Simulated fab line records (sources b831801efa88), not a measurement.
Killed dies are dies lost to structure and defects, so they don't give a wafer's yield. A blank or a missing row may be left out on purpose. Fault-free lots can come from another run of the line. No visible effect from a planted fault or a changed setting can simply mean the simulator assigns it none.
Check for tools in common / flow gf180mcu / 15 lots, 45 wafers sampled

== REASON IT WAS OPENED ==
At GF_HV_LDD_TW_MEAS_38 the reading HV_LDD_3_TW is flagged on 3 of 15 lots. Fault-free wafers read 1436, with a standard deviation of 7.1.
Rule: a lot is flagged in two cases, either no wafer of it has a number, or all its wafers with numbers fall more than 4 standard deviations from that mean. All remaining lots are regarded as sound.

lot=L305; measured=day 12 07:33; on=film_metro-01; HV_LDD_3_TW, wafer by wafer=1439 1445 1447; flag=
lot=L307; measured=day 12 22:17; on=film_metro-03; HV_LDD_3_TW, wafer by wafer=1433 1436 1427; flag=
lot=L308; measured=day 13 13:03; on=film_metro-03; HV_LDD_3_TW, wafer by wafer=1427 1425 1421; flag=
lot=L309; measured=day 13 16:08; on=film_metro-01; HV_LDD_3_TW, wafer by wafer=1453 1438 1436; flag=
lot=L311; measured=day 14 07:29; on=film_metro-03; HV_LDD_3_TW, wafer by wafer=1425 1438 1437; flag=
lot=L312; measured=day 14 19:07; on=film_metro-04; HV_LDD_3_TW, wafer by wafer=1446 1447 1441; flag=
lot=L313; measured=day 14 23:28; on=film_metro-01; HV_LDD_3_TW, wafer by wafer=1437 1434 1434; flag=
lot=L314; measured=day 15 03:39; on=film_metro-01; HV_LDD_3_TW, wafer by wafer=1311 1312 1306; flag=FLAGGED
lot=L315; measured=day 15 19:21; on=film_metro-01; HV_LDD_3_TW, wafer by wafer=1304 1301 1313; flag=FLAGGED
lot=L316; measured=day 15 22:54; on=film_metro-01; HV_LDD_3_TW, wafer by wafer=1305 1304 1310; flag=FLAGGED
lot=L317; measured=day 16 05:10; on=film_metro-01; HV_LDD_3_TW, wafer by wafer=1430 1422 1434; flag=
lot=L322; measured=day 17 16:00; on=film_metro-04; HV_LDD_3_TW, wafer by wafer=1447 1433 1437; flag=
lot=L324; measured=day 18 08:29; on=film_metro-04; HV_LDD_3_TW, wafer by wafer=1441 1436 1448; flag=
lot=L325; measured=day 18 11:45; on=film_metro-03; HV_LDD_3_TW, wafer by wafer=1439 1431 1437; flag=
lot=L326; measured=day 19 01:22; on=film_metro-04; HV_LDD_3_TW, wafer by wafer=1432 1433 1430; flag=
The mean of the flagged lots' numbers is 1307, -129 from the usual (-18 standard deviations).

== WHICH TOOL RAN EACH LOT ==
The record holds 2 process steps before the reading, out of a route of 602 steps. Each cell gives the tool, then ch followed by the chambers the sampled wafers passed through, then the start.
lot=L305; flag=; GF_HV_LDD_STRIP_10=plasma_asher-02 ch 0,1, day 10 17:27; GF_HV_LDD_IMPLANT_34=implanter-01 ch 0, day 12 07:01
lot=L307; flag=; GF_HV_LDD_STRIP_10=plasma_asher-02 ch 0,1, day 11 06:13; GF_HV_LDD_IMPLANT_34=implanter-04 ch 0, day 12 21:46
lot=L308; flag=; GF_HV_LDD_STRIP_10=plasma_asher-01 ch 0,1, day 11 19:56; GF_HV_LDD_IMPLANT_34=implanter-03 ch 0, day 13 12:31
lot=L309; flag=; GF_HV_LDD_STRIP_10=plasma_asher-03 ch 0,1, day 11 23:35; GF_HV_LDD_IMPLANT_34=implanter-01 ch 0, day 13 15:37
lot=L311; flag=; GF_HV_LDD_STRIP_10=plasma_asher-02 ch 0,1, day 12 14:01; GF_HV_LDD_IMPLANT_34=implanter-01 ch 0, day 14 06:56
lot=L312; flag=; GF_HV_LDD_STRIP_10=plasma_asher-01 ch 0,1, day 12 22:32; GF_HV_LDD_IMPLANT_34=implanter-01 ch 0, day 14 18:36
lot=L313; flag=; GF_HV_LDD_STRIP_10=plasma_asher-03 ch 0,1, day 13 05:02; GF_HV_LDD_IMPLANT_34=implanter-01 ch 0, day 14 22:56
lot=L314; flag=FLAGGED; GF_HV_LDD_STRIP_10=plasma_asher-01 ch 0,1, day 13 10:19; GF_HV_LDD_IMPLANT_34=implanter-01, day 15 03:06
lot=L315; flag=FLAGGED; GF_HV_LDD_STRIP_10=plasma_asher-01 ch 1, day 14 00:10; GF_HV_LDD_IMPLANT_34=implanter-04, day 15 18:48
lot=L316; flag=FLAGGED; GF_HV_LDD_STRIP_10=plasma_asher-02 ch 0,1, day 14 02:25; GF_HV_LDD_IMPLANT_34=implanter-04, day 15 22:21
lot=L317; flag=; GF_HV_LDD_STRIP_10=plasma_asher-01 ch 0,1, day 14 10:30; GF_HV_LDD_IMPLANT_34=implanter-04 ch 0, day 16 04:38
lot=L322; flag=; GF_HV_LDD_STRIP_10=plasma_asher-01 ch 0,1, day 15 19:59; GF_HV_LDD_IMPLANT_34=implanter-04 ch 0, day 17 15:28
lot=L324; flag=; GF_HV_LDD_STRIP_10=plasma_asher-01 ch 0,1, day 16 12:30; GF_HV_LDD_IMPLANT_34=implanter-03 ch 0, day 18 07:56
lot=L325; flag=; GF_HV_LDD_STRIP_10=plasma_asher-01 ch 0,1, day 16 15:45; GF_HV_LDD_IMPLANT_34=implanter-04 ch 0, day 18 11:12
lot=L326; flag=; GF_HV_LDD_STRIP_10=plasma_asher-01 ch 0,1, day 17 02:37; GF_HV_LDD_IMPLANT_34=implanter-01 ch 0, day 19 00:51
What the steps here do:
- GF_HV_LDD_STRIP_10: strips in O2/N2.
- GF_HV_LDD_IMPLANT_34
- GF_HV_LDD_TW_MEAS_38

== FLAGGED AGAINST TOTAL, ONE TOOL AT A TIME (gauges that did the reading follow at the end) ==
step=GF_HV_LDD_STRIP_10; tool=plasma_asher-01; lots run=9; flagged=2; share of the flagged lots=some; sound lots run after its first flagged lot=5 (L317,L322,L324,L325,L326)
step=GF_HV_LDD_STRIP_10; tool=plasma_asher-02; lots run=4; flagged=1; share of the flagged lots=some; sound lots run after its first flagged lot=0
step=GF_HV_LDD_STRIP_10; tool=plasma_asher-03; lots run=2; flagged=0; share of the flagged lots=none; sound lots run after its first flagged lot=-
step=GF_HV_LDD_IMPLANT_34; tool=implanter-01; lots run=7; flagged=1; share of the flagged lots=some; sound lots run after its first flagged lot=1 (L326)
step=GF_HV_LDD_IMPLANT_34; tool=implanter-03; lots run=2; flagged=0; share of the flagged lots=none; sound lots run after its first flagged lot=-
step=GF_HV_LDD_IMPLANT_34; tool=implanter-04; lots run=6; flagged=2; share of the flagged lots=some; sound lots run after its first flagged lot=3 (L317,L322,L325)
step=GF_HV_LDD_TW_MEAS_38; tool=film_metro-01; lots run=7; flagged=3; share of the flagged lots=all; sound lots run after its first flagged lot=1 (L317)
step=GF_HV_LDD_TW_MEAS_38; tool=film_metro-03; lots run=4; flagged=0; share of the flagged lots=none; sound lots run after its first flagged lot=-
step=GF_HV_LDD_TW_MEAS_38; tool=film_metro-04; lots run=4; flagged=0; share of the flagged lots=none; sound lots run after its first flagged lot=-

== WHAT THE TABLE PERMITS ==
Rows of the table that ran each flagged lot: 1, that is film_metro-01 at GF_HV_LDD_TW_MEAS_38.
- film_metro-01 at GF_HV_LDD_TW_MEAS_38: 3 of its 7 lots flagged. After the first flagged lot (L317), sound lots still ran on it; a lasting fault on the whole tool would not permit that.
None of the table's rows ran every flagged lot and, after the first, no sound lot.

== WHAT WAS PUT IN BY THE SIMULATOR ==
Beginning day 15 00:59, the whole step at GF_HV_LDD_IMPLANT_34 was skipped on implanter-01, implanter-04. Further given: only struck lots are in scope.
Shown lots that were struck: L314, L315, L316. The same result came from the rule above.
